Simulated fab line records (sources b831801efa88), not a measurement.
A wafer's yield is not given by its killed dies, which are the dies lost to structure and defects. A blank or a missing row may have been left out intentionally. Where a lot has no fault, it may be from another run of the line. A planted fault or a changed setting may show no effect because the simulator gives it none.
The tool behind it: which one? ; flow gf180mcu ; 21 wafers from 7 lots sampled at 3 of the route's 602 steps

WHAT EACH GAUGE READ, for each wafer
GF_DNWELL_TW_MEAS_09.
lot;measured;on;DNWELL_TW
L999;day 3 05:24;film_metro-03;1334 1322 1328
L102;day 3 20:50;film_metro-04;1346 1353 1342
L107;day 5 00:25;film_metro-04;1682 1672 1681
L109;day 5 10:50;film_metro-02;1685 1687 1685
L113;day 6 07:58;film_metro-03;1354 1354 1353
L117;day 7 03:50;film_metro-02;1348 1352 1346
L120;day 7 20:56;film_metro-03;1367 1369 1369

TOOL THAT RAN EACH LOT (tool first, then ch and the chambers of the sampled wafers, then the start)
lot;GF_STI_CMP_25;GF_DNWELL_IMPLANT_07
L999;cmp-02 ch 0,1,2, day 2 14:23;implanter-03 ch 0, day 3 05:10
L102;cmp-01 ch 1,3, day 3 05:44;implanter-03 ch 0, day 3 20:37
L107;cmp-01 ch 0,1,3, day 4 07:29;implanter-01 ch 0, day 4 23:51
L109;cmp-02 ch 0,1,3, day 4 18:08;implanter-02 ch 0, day 5 10:14
L113;cmp-01 ch 1,2, day 5 14:48;implanter-03 ch 0, day 6 07:43
L117;cmp-02 ch 0,2,3, day 6 10:17;implanter-01 ch 0, day 7 03:35
L120;cmp-01 ch 0,1,2, day 7 02:17;implanter-02 ch 0, day 7 20:41
- GF_STI_CMP_25: polishes, stops on Si3N4, t overpolish 33 s, target thk 524.6 nm.
- GF_DNWELL_IMPLANT_07

THE ANSWER, worked out from the rows above alone
Rule: usual is defined by the lots themselves. The widest of any qualifying gaps counts: lots, ordered by their means at a reading, are off when they make up no more than a third of the lots, leave a main group of 4 or more, and stand apart from it by 3 or more times the standard deviation of that group's means. A main group whose means are all the same, to the digits that the tables above print for the reading, isn't used. A lot without any number at a reading at which 4 lots or more have one is off too. Any other lot the step has rows for is counted as sound.
Off: at GF_DNWELL_TW_MEAS_09 (DNWELL_TW), L107, L109. For the main group the mean is 1349 and the standard deviation 13.
A tool fits if, at a process step before that reading, it ran every lot that is off, and no sound lot after the first of them. The gauges at GF_DNWELL_TW_MEAS_09 are tried like those tools. Of those tried, none fits.

WHAT WAS PUT IN BY THE SIMULATOR
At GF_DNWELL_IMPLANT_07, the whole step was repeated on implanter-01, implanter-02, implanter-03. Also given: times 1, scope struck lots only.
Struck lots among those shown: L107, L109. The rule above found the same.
